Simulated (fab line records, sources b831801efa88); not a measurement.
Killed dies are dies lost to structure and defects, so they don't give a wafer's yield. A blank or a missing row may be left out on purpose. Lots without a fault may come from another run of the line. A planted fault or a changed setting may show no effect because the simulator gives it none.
Which tool did it? | flow gf180mcu | 11 lots, 33 wafers sampled, at 3 steps of a route of 602

WHAT THE GAUGES READ, wafer by wafer
GF_V5_THK_MEAS_01.
lot  | measured     | on            | V5_CVD_00_THK (nm)
L877 | day 26 07:26 | film_metro-02 | 305 305 303
L879 | day 26 20:32 | film_metro-04 | 302 299 302
L880 | day 27 00:50 | film_metro-04 | 302 299 299
L882 | day 27 10:25 | film_metro-04 | 305 303 305
L883 | day 28 00:34 | film_metro-04 | 297 305 298
L884 | day 28 20:58 | film_metro-03 | 303 304 305
L889 | day 30 04:06 | film_metro-02 | 302 300 302
L891 | day 30 17:20 | film_metro-04 | 305 310 310
L897 | day 32 09:06 | film_metro-02 | 299 299 298
L899 | day 32 16:16 | film_metro-02 | 296 297 303
L898 | day 32 16:22 | film_metro-02 | 301 296 293

GF_TOP_METAL_CD_MEAS_14: target cd 440 nm.
lot  | measured     | on        | cd_nm (nm)
L877 | day 28 01:59 | cd_sem-02 | 438.6 437.0 437.1
L879 | day 28 14:59 | cd_sem-02 | 436.5 438.9 438.5
L880 | day 28 19:17 | cd_sem-02 | 438.9 439.3 440.4
L882 | day 29 03:31 | cd_sem-02 | 440.2 440.4 440.8
L883 | day 29 18:34 | cd_sem-01 | 440.0 437.4 436.8
L884 | day 30 11:55 | cd_sem-01 | 444.2 443.2 443.4
L889 | day 31 17:44 | cd_sem-01 | 442.7 441.1 439.4
L891 | day 32 06:17 | cd_sem-01 | 439.0 440.6 440.2
L897 | day 33 19:34 | cd_sem-02 | 438.4 440.3 441.8
L899 | day 34 01:40 | cd_sem-01 | 438.3 438.9 439.4
L898 | day 34 02:08 | cd_sem-01 | 441.1 442.6 443.1

WHICH TOOL RAN EACH LOT (tool, then ch and the chambers of the sampled wafers, then the start)
lot  | GF_MIM_SPUTTER_03
L877 | pvd_sputter-02, day 24 11:43
L879 | pvd_sputter-04, day 25 00:02
L880 | pvd_sputter-04, day 25 05:08
L882 | pvd_sputter-04, day 25 15:30
L883 | pvd_sputter-01, day 26 05:24
L884 | pvd_sputter-01, day 27 02:47
L889 | pvd_sputter-01, day 28 12:07
L891 | pvd_sputter-01, day 29 03:24
L897 | pvd_sputter-02, day 30 21:16
L899 | pvd_sputter-04, day 31 03:46
L898 | pvd_sputter-04, day 31 04:45
- GF_MIM_SPUTTER_03: material Ti, target thk 10 nm, time 6.7 s.

WHAT THE TOOLS THEMSELVES READ (means of the sampled wafers that have a number; where no wafer has one, the mark that the record gives instead)
GF_MIM_SPUTTER_03.
lot  | tool           | cathode_dc_power_W (W) | throttle_valve_pct (%)
L877 | pvd_sputter-02 | 2999.9                 | 29.0
L879 | pvd_sputter-04 | 2999.7                 | 30.1
L880 | pvd_sputter-04 | 3000.5                 | 30.2
L882 | pvd_sputter-04 | 3000.3                 | 30.9
L883 | pvd_sputter-01 | 3000.1                 | 29.4
L884 | pvd_sputter-01 | 2999.5                 | 30.1
L889 | pvd_sputter-01 | 3000.6                 | 30.2
L891 | pvd_sputter-01 | 2999.7                 | 29.4
L897 | pvd_sputter-02 | 2999.7                 | 30.4
L899 | pvd_sputter-04 | 3000.0                 | 30.9
L898 | pvd_sputter-04 | 3000.0                 | 30.7

THE ANSWER, worked out from the rows above alone
Rule: what is usual is taken from the lots themselves. Put in order of their means at a reading, lots are off if they are a third of the lots or fewer, leave a main group of 4 or more, and stand apart from it by a gap of 3 or more times the standard deviation of the main group's means; of several such gaps the widest counts. A main group whose means are all the same, to the digits that the tables above print for the reading, isn't used. A lot without any number at a reading at which 4 lots or more have one is off too. The other lots that the step has rows for count as sound. The gauges are gone through in route order, then the tools' own readings, and for those a lot's mean is taken as printed above. The first step at which some lot is off is used, and at that step the reading that is off furthest; a lot without a number counts as furthest.
No lot is off at any reading shown: from this, nothing can be told.

WHAT THE SIMULATOR HAD PUT IN
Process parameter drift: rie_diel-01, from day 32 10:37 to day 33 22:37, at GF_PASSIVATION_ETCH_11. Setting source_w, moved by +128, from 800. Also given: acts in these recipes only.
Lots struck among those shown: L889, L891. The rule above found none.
